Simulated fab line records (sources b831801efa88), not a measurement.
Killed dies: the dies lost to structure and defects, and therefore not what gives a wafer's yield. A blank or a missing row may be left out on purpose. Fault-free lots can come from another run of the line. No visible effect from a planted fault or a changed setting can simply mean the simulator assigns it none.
fab line records	flow gf180mcu
[record] lots = 11	wafers = 33	last_day = 34
route steps=602 shown VT_IMPLANT@132 NSD@244 CONTACT@305
lots that met no fault: taken from a fault-free run of the same line
start_h: the number of hours between the record's first day and the start of the first shown wafer of the lot	wait_h: hours elapsed since this lot's preceding step	" as in the row above	L1.1+2: a row that stands for several wafers	- no value, or no start given	* or withheld: withheld	< > ~ a bound
route shown NAME@n: names a module that has steps shown in the file, with the first one's number in the route	usual: mean/standard deviation taken from wafers without a fault	same: alike in all rows	chamber/n: place in a boat	sites: the reading at each site	_std_site: standard deviation of those values	_edge_site: outer sites' mean less inner sites'	radius_mm: how far each site lies from the wafer's centre	mask NAME#n: copy n	behind: the most recent tool/chamber to have shaped the wafer	hold: what put the lot on hold/how long, in hours/how the hold closed	device: transistor that didn't switch, given as n, p or np	end of line: the same wafers' tests at the end of the route	a step with no rows: only its recipe	killed: not the wafer's yield, but the dies lost to structure and defects at the first sort	map: a wafer's dies, x killed, . not, _ none there
set.NAME: the setting the step ran with; set.NAME@STEP: the setting that earlier step ran with	model.NAME: the simulator's own value behind a step, which no gauge read
one table for each step of the route and one row for each wafer, over a sample of lots
services: from which hour (start_h, from the record's first day; less than 0 if before it) a tool's chamber was out of use, for how many hours, and why
[[steps]]
[step GF_VT_IMPLANT_STRIP_42]
[recipe] chemistry = O2/N2	power_w = 1400	pressure_mtorr = 1500	platen_temp_c = 250	o2_flow_sccm = 3000	n2_flow_sccm = 300	overash_fraction = 0.5
[usual] drypump_motor_current_A = 6.0/0.45	heater_power_w = 297/19	oes_product_au = 0.716/0.0043	strip_time_to_endpoint_s = 12.62/0.035
lot.wafer	tool	chamber	start_h	wait_h	drypump_motor_current_A	heater_power_w	oes_product_au	rf_hours_counter_h	strip_time_to_endpoint_s
L217.1	plasma_asher-01	0	157.99	0.1	6.1	334	0.713	4	12.63
L217.2	"	1	"	"	6.1	294	0.710	4	12.62
L217.6	"	0	"	"	6.1	329	0.710	-	12.62
L218.2	plasma_asher-01	1	162.15	0.1	6.1	292	0.712	5	12.62
L218.4	"	0	"	"	6.1	332	0.717	-	12.62
L218.5	"	1	"	"	6.0	292	0.716	-	12.59
L219.4	plasma_asher-02	1	171.77	0.1	5.0	318	0.719	-	12.62
L219.5	"	0	"	"	5.2	283	0.714	-	12.66
L219.6	"	1	"	"	4.9	320	0.708	-	12.60
L225.1	plasma_asher-03	0	211.49	0.1	6.4	273	0.714	40	12.64
L225.5	"	1	"	"	6.0	304	0.712	-	12.63
L225.6	"	0	"	"	6.4	273	0.713	-	12.65
L227.3	plasma_asher-03	0	227.73	0.1	6.4	271	0.713	-	12.58
L227.4	"	1	"	"	6.0	301	0.728	-	12.56
L227.6	"	1	"	"	6.0	297	0.720	-	12.62
L230.4	plasma_asher-01	0	242.99	0.1	6.1	334	0.720	-	12.64
L230.5	"	1	"	"	6.1	286	0.718	-	12.68
L230.6	"	0	"	"	6.2	339	0.718	-	12.66
L231.4	plasma_asher-03	1	251.85	0.1	6.0	308	0.713	-	12.63
L231.5	"	1	"	"	6.0	298	0.714	-	12.63
L231.6	"	0	"	"	6.4	275	0.714	-	12.64
L232.1	plasma_asher-02	1	260.20	0.1	4.9	321	0.715	66	12.59
L232.3	"	1	"	"	4.9	317	0.719	-	12.60
L232.6	"	1	"	"	4.9	316	0.726	-	12.63
L233.1	plasma_asher-03	1	264.94	0.1	6.0	311	0.713	46	12.65
L233.2	"	0	"	"	6.5	276	0.716	46	12.65
L233.3	"	1	"	"	6.0	302	0.723	-	12.59
L238.1	plasma_asher-03	1	297.86	0.1	6.0	311	0.719	49	12.59
L238.4	"	0	"	"	6.4	271	0.722	-	12.62
L238.5	"	0	"	"	6.4	276	0.720	-	12.62
L240.2	plasma_asher-03	0	319.05	0.1	6.4	277	0.717	51	12.64
L240.3	"	1	"	"	6.0	308	0.722	-	12.68
L240.6	"	1	"	"	6.0	305	0.714	-	12.69
[step GF_NSD_IMPLANT_09]
[recipe] species = As	energy_kev = 60	dose_cm2 = 4e+15	tilt_deg = 7
[usual] beam_energy_keV = 60.001/0.018	beam_on_s = 19.4/1.8	dose_ions_cm2 = 3.999e+15/4.6e+12
lot.wafer	tool	chamber	start_h	wait_h	beam_energy_keV	beam_on_s	dose_ions_cm2
L217.1	implanter-03	0	296.47	0.0	60.005	19.9	4e+15
L217.2	"	0	"	"	60.003	21.0	3.999e+15
L217.6	"	0	"	"	59.975	20.1	3.993e+15
L218.2	implanter-03	0	302.16	0.0	60.012	20.0	3.998e+15
L218.4	"	0	"	"	60.018	19.8	3.991e+15
L218.5	"	0	"	"	60.009	20.3	3.995e+15
L219.4	implanter-01	0	315.38	0.1	60.006	16.4	4.002e+15
L219.5	"	0	"	"	60.010	17.0	4.005e+15
L219.6	"	0	"	"	59.965	17.1	3.998e+15
L225.1	implanter-03	0	360.23	0.0	59.967	13.7	2.811e+15
L225.5	"	0	"	"	59.953	14.0	2.805e+15
L225.6	"	0	"	"	59.996	14.7	2.806e+15
L227.3	implanter-03	0	382.13	0.1	60.020	13.9	2.799e+15
L227.4	"	0	"	"	59.978	13.7	2.804e+15
L227.6	"	0	"	"	60.007	14.3	2.806e+15
L230.4	implanter-02	0	399.71	0.1	59.992	21.3	3.991e+15
L230.5	"	0	"	"	60.000	21.0	3.998e+15
L230.6	"	0	"	"	60.019	20.8	3.994e+15
L231.4	implanter-02	0	411.88	0.1	59.995	21.0	4.001e+15
L231.5	"	0	"	"	59.978	21.1	4.006e+15
L231.6	"	0	"	"	59.989	20.6	3.999e+15
L232.1	implanter-01	0	420.38	0.0	60.004	17.0	4.005e+15
L232.3	"	0	"	"	59.989	17.1	4.005e+15
L232.6	"	0	"	"	59.996	16.7	4e+15
L233.1	implanter-01	0	430.90	0.0	60.017	17.2	4.002e+15
L233.2	"	0	"	"	59.999	17.5	3.999e+15
L233.3	"	0	"	"	59.980	17.0	4.002e+15
L238.1	implanter-03	0	468.46	0.0	59.972	20.4	4.002e+15
L238.4	"	0	"	"	60.001	19.9	4.008e+15
L238.5	"	0	"	"	59.976	20.5	4.004e+15
L240.2	implanter-01	0	494.23	0.0	60.009	17.2	3.998e+15
L240.3	"	0	"	"	60.047	16.7	4e+15
L240.6	"	0	"	"	60.018	17.4	3.998e+15
[step GF_NSD_STRIP_11]
[recipe] chemistry = O2/N2	power_w = 1400	pressure_mtorr = 1500	platen_temp_c = 250	o2_flow_sccm = 3000	n2_flow_sccm = 300	overash_fraction = 0.5
[usual] drypump_motor_current_A = 5.8/0.52	heater_power_w = 302/19	oes_product_au = 0.487/0.0046	strip_time_to_endpoint_s = 22.97/0.042
lot.wafer	tool	chamber	start_h	wait_h	drypump_motor_current_A	heater_power_w	oes_product_au	rf_hours_counter_h	strip_time_to_endpoint_s
L217.1	plasma_asher-01	0	296.77	0.1	6.1	339	0.485	19	22.97
L217.2	"	1	"	"	6.1	293	0.487	19	22.91
L217.6	"	1	"	"	6.1	296	0.492	-	22.90
L218.2	plasma_asher-01	0	302.43	0.1	6.1	332	0.480	20	23.04
L218.4	"	0	"	"	6.1	334	0.488	-	23.04
L218.5	"	1	"	"	6.1	289	0.492	-	23.01
L219.4	plasma_asher-01	1	315.64	0.1	6.1	289	0.487	-	23.03
L219.5	"	1	"	"	6.0	281	0.488	-	22.96
L219.6	"	0	"	"	6.1	329	0.491	-	22.99
L225.1	plasma_asher-01	1	360.53	0.1	6.0	283	0.507	26	21.60
L225.5	"	1	"	"	6.0	291	0.509	-	21.67
L225.6	"	0	"	"	6.1	333	0.504	-	21.64
L227.3	plasma_asher-02	1	382.41	0.1	4.9	307	0.505	-	21.66
L227.4	"	0	"	"	5.3	294	0.493	-	21.62
L227.6	"	0	"	"	5.3	296	0.505	-	21.68
L230.4	plasma_asher-02	1	399.96	0.1	4.9	320	0.495	-	23.00
L230.5	"	1	"	"	4.9	318	0.489	-	22.98
L230.6	"	0	"	"	5.2	302	0.495	-	22.99
L231.4	plasma_asher-03	0	412.14	0.1	6.4	275	0.486	-	22.95
L231.5	"	1	"	"	6.0	307	0.490	-	22.93
L231.6	"	0	"	"	6.5	273	0.490	-	23.01
L232.1	plasma_asher-03	0	420.68	0.1	6.4	279	0.484	61	22.94
L232.3	"	0	"	"	6.4	274	0.488	-	22.91
L232.6	"	0	"	"	6.5	283	0.491	-	22.91
L233.1	plasma_asher-03	1	431.20	0.1	6.0	305	0.485	63	22.99
L233.2	"	0	"	"	6.4	274	0.479	63	22.97
L233.3	"	0	"	"	6.4	274	0.488	-	22.93
L238.1	plasma_asher-01	0	468.76	0.1	6.1	331	0.477	37	22.92
L238.4	"	0	"	"	6.1	337	0.491	-	22.97
L238.5	"	1	"	"	6.1	284	0.490	-	22.94
L240.2	plasma_asher-01	1	494.50	0.1	6.0	294	0.480	40	22.96
L240.3	"	1	"	"	6.0	291	0.490	-	22.96
L240.6	"	1	"	"	6.0	304	0.490	-	23.00
[step GF_PSD_RS_MEAS_14]
[recipe] thk_meas_gauge = four-point-probe
[usual] NSD_RS = 46.15/0.085
lot.wafer	tool	chamber	start_h	wait_h	NSD_RS[ohm/sq]
L217.1	film_metro-02	-	317.00	0.1	45.98
L217.2	"	-	"	"	46.11
L217.6	"	-	"	"	46.06
L218.2	film_metro-01	-	323.32	0.1	46.22
L218.4	"	-	"	"	46.21
L218.5	"	-	"	"	46.20
L219.4	film_metro-04	-	336.96	0.1	46.16
L219.5	"	-	"	"	46.08
L219.6	"	-	"	"	46.10
L225.1	film_metro-04	-	383.50	0.1	48.67
L225.5	"	-	"	"	48.65
L225.6	"	-	"	"	48.62
L227.3	film_metro-04	-	406.27	0.1	48.66
L227.4	"	-	"	"	48.67
L227.6	"	-	"	"	48.69
L230.4	film_metro-04	-	423.93	0.1	46.08
L230.5	"	-	"	"	46.19
L230.6	"	-	"	"	46.17
L231.4	film_metro-04	-	436.93	0.1	46.18
L231.5	"	-	"	"	46.07
L231.6	"	-	"	"	46.18
L232.1	film_metro-01	-	445.52	0.1	46.12
L232.3	"	-	"	"	46.18
L232.6	"	-	"	"	46.14
L233.1	film_metro-02	-	456.53	0.1	46.10
L233.2	"	-	"	"	46.08
L233.3	"	-	"	"	46.18
L238.1	film_metro-04	-	493.27	0.1	46.02
L238.4	"	-	"	"	46.03
L238.5	"	-	"	"	45.99
L240.2	film_metro-04	-	518.39	0.1	46.26
L240.3	"	-	"	"	46.06
L240.6	"	-	"	"	46.20
[step GF_CONTACT_STRIP_18]
[recipe] chemistry = O2/N2	power_w = 1400	pressure_mtorr = 1500	platen_temp_c = 250	o2_flow_sccm = 3000	n2_flow_sccm = 300	overash_fraction = 0.5
[usual] drypump_motor_current_A = 5.5/0.45	heater_power_w = 303/18	oes_product_au = 0.580/0.0054
lot.wafer	tool	chamber	start_h	wait_h	drypump_motor_current_A	heater_power_w	oes_product_au	rf_hours_counter_h
L217.1	plasma_asher-01	0	361.53	-	6.1	333	0.582	26
L217.2	"	1	"	"	6.1	303	0.582	26
L217.6	"	1	"	"	6.1	292	0.580	-
L218.2	plasma_asher-01	1	368.33	-	6.1	302	0.588	27
L218.4	"	1	"	"	6.1	289	0.577	-
L218.5	"	1	"	"	6.1	290	0.577	-
L219.4	plasma_asher-04	0	382.71	-	5.7	310	0.583	-
L219.5	"	0	"	"	5.7	315	0.579	-
L219.6	"	1	"	"	5.0	276	0.584	-
L225.1	plasma_asher-01	0	432.46	-	6.1	326	0.579	33
L225.5	"	0	"	"	6.1	330	0.585	-
L225.6	"	1	"	"	6.0	295	0.579	-
L227.3	plasma_asher-02	0	455.46	-	5.3	297	0.574	-
L227.4	"	1	"	"	4.9	324	0.588	-
L227.6	"	1	"	"	4.9	331	0.566	-
L230.4	plasma_asher-02	0	473.85	-	5.3	289	0.575	-
L230.5	"	0	"	"	5.3	296	0.577	-
L230.6	"	1	"	"	4.9	316	0.578	-
L231.4	plasma_asher-02	1	487.79	-	4.9	324	0.581	-
L231.5	"	0	"	"	5.3	306	0.579	-
L231.6	"	1	"	"	4.9	312	0.581	-
L232.1	plasma_asher-04	0	495.66	-	5.7	311	0.570	82
L232.3	"	1	"	"	5.0	281	0.575	-
L232.6	"	1	"	"	5.0	280	0.572	-
L233.1	plasma_asher-02	0	506.18	-	5.3	301	0.575	7
L233.2	"	1	"	"	4.9	318	0.579	7
L233.3	"	1	"	"	4.9	319	0.573	-
L238.1	plasma_asher-04	0	541.47	-	5.7	311	0.583	87
L238.4	"	1	"	"	5.0	277	0.576	-
L238.5	"	0	"	"	5.7	307	0.577	-
L240.2	plasma_asher-02	1	565.82	-	4.9	319	0.588	14
L240.3	"	0	"	"	5.2	312	0.575	-
L240.6	"	1	"	"	5.0	315	0.589	-
[step GF_CONTACT_THK_MEAS_26]
[recipe] thk_meas_gauge = xrf	reads = W_of_CONTACT_CVD_24
[usual] CONTACT_W_THK = 308/3.6
lot.wafer	tool	chamber	start_h	wait_h	CONTACT_W_THK[nm]
L217.1	film_metro-03	-	362.15	0.1	308
L217.2	"	-	"	"	307
L217.6	"	-	"	"	308
L218.2	film_metro-03	-	368.96	0.1	313
L218.4	"	-	"	"	312
L218.5	"	-	"	"	308
L219.4	film_metro-03	-	383.45	0.1	305
L219.5	"	-	"	"	302
L219.6	"	-	"	"	306
L225.1	film_metro-03	-	433.08	0.1	312
L225.5	"	-	"	"	311
L225.6	"	-	"	"	311
L227.3	film_metro-03	-	456.07	0.1	311
L227.4	"	-	"	"	303
L227.6	"	-	"	"	305
L230.4	film_metro-03	-	474.48	0.1	307
L230.5	"	-	"	"	308
L230.6	"	-	"	"	306
L231.4	film_metro-03	-	488.51	0.1	310
L231.5	"	-	"	"	309
L231.6	"	-	"	"	308
L232.1	film_metro-01	-	496.28	0.1	303
L232.3	"	-	"	"	310
L232.6	"	-	"	"	310
L233.1	film_metro-01	-	506.80	0.1	306
L233.2	"	-	"	"	311
L233.3	"	-	"	"	308
L238.1	film_metro-04	-	542.08	0.1	311
L238.4	"	-	"	"	309
L238.5	"	-	"	"	313
L240.2	film_metro-01	-	566.44	0.1	306
L240.3	"	-	"	"	310
L240.6	"	-	"	"	309
[[services]]
tool	chamber	start_h	hours	kind
implanter-02	-	145.04	12.7	repair
plasma_asher-03	-	155.46	1.3	repair
implanter-02	-	158.58	3.2	pm
plasma_asher-03	-	161.35	15.6	pm
implanter-02	-	180.21	1.7	repair
implanter-01	-	190.36	1.7	repair
implanter-03	-	194.61	7.9	repair
implanter-01	-	205.67	5.2	repair
implanter-03	-	205.91	2.1	repair
implanter-03	-	256.85	3.8	pm
implanter-01	-	309.00	4.2	pm
plasma_asher-01	-	310.47	1.5	repair
implanter-03	-	390.03	2.7	repair
plasma_asher-02	-	421.25	9.0	pm
plasma_asher-01	-	422.48	4.3	repair
plasma_asher-02	-	459.89	5.3	repair
implanter-03	-	463.77	4.6	repair
implanter-03	-	472.07	4.5	pm
implanter-01	-	482.06	2.1	repair
plasma_asher-02	-	494.34	2.8	pm
plasma_asher-01	-	508.73	3.1	repair
implanter-01	-	516.75	4.2	repair
plasma_asher-01	-	524.98	12.6	repair
implanter-03	-	541.30	3.5	repair
[[key]]
[first_sign] step = GF_NSD_IMPLANT_09	reading = dose_ions_cm2	direction = down	sigmas = 99+	usual = 3.999e+15	struck = 2.805e+15
[effect] step = GF_NSD_IMPLANT_09	reading = beam_on_s	direction = down	sigmas = 2.9	usual = 19.4	struck = 14.1
[effect] step = GF_NSD_STRIP_11	reading = strip_time_to_endpoint_s	direction = down	sigmas = 32	usual = *	struck = *
[effect] step = GF_PSD_RS_MEAS_14	reading = NSD_RS	direction = up	sigmas = 30	usual = 46.15	struck = 48.66
met_at GF_NSD_IMPLANT_09
struck_lots L225,L227
tester_left_out L225,L227
not_acting_at GF_VT_IMPLANT_STRIP_42,GF_CONTACT_STRIP_18,GF_CONTACT_THK_MEAS_26
onset_between 302.16 360.23
[fault] kind = process_parameter_drift	tool = implanter-03	chamber = -	onset_h = 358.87	steps = GF_NSD_IMPLANT_09	channel = dose_cm2	offset = -1.1954e+15	shape = step	end_h = 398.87	acts_in = these_recipes_only	stated = 4e+15
// tester_left_out: of these lots the tester's yield and bins aren't shown, on N5 and GAA mostly nor the transistor test; their killed dies are dies lost to structure and defects alone, not to doping, threshold or leakage, so they don't give the yield
